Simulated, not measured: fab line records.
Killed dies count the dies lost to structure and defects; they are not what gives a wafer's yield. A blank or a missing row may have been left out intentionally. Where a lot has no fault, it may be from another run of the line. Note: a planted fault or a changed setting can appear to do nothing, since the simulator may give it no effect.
Chamber matching	flow gf180mcu	4 sister chambers for GF_V1_CMP_04 on cmp-02
The step polishes SiO2. 4 wafers are shown with their chamber, then 9 later ones without.

== WAFERS PAIRED WITH THEIR CHAMBERS ==
wafer	chamber	motor_current_A (A)
L448.1	3	13.5
L448.4	2	11.0
L452.5	0	11.1
L452.6	1	10.8

== WAFERS WHOSE CHAMBER IS MISSING ==
wafer	motor_current_A (A)
L454.2	10.8
L454.5	11.6
L454.6	10.6
L455.3	12.5
L455.4	13.3
L455.6	11.5
L456.2	13.8
L456.3	11.4
L456.6	10.6

== WHICH CHAMBER EACH WENT THROUGH ==
wafer	from the rows above	in truth
L454.2	can't be placed: 1 or 2 or 0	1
L454.5	can't be placed: 0 or 2 or 1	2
L454.6	can't be placed: 1 or 2 or 0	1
L455.3	can't be placed: 3 or 0 or 2 or 1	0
L455.4	3	3
L455.6	can't be placed: 0 or 2 or 1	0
L456.2	3	3
L456.3	can't be placed: 0 or 2 or 1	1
L456.6	can't be placed: 1 or 2 or 0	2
2 of 9 placed correctly. Can't be placed from these rows: 7 (the true chamber is among the candidates in 7). Number placed wrongly: 0.
How it was worked out, from the rows above alone: a wafer's distance from a chamber is the root of the sum, over the readings, of the square of ((its reading less the chamber's mean) divided by the reading's scatter). The wafer belongs to the nearest chamber; if the next one is less than 2 further off, it can't be placed. The mean given for a chamber averages the wafers shown for that chamber. The scatter (one wafer shown for each chamber): square how far every hidden wafer sits from the nearest shown wafer, average those squares and take the square root.
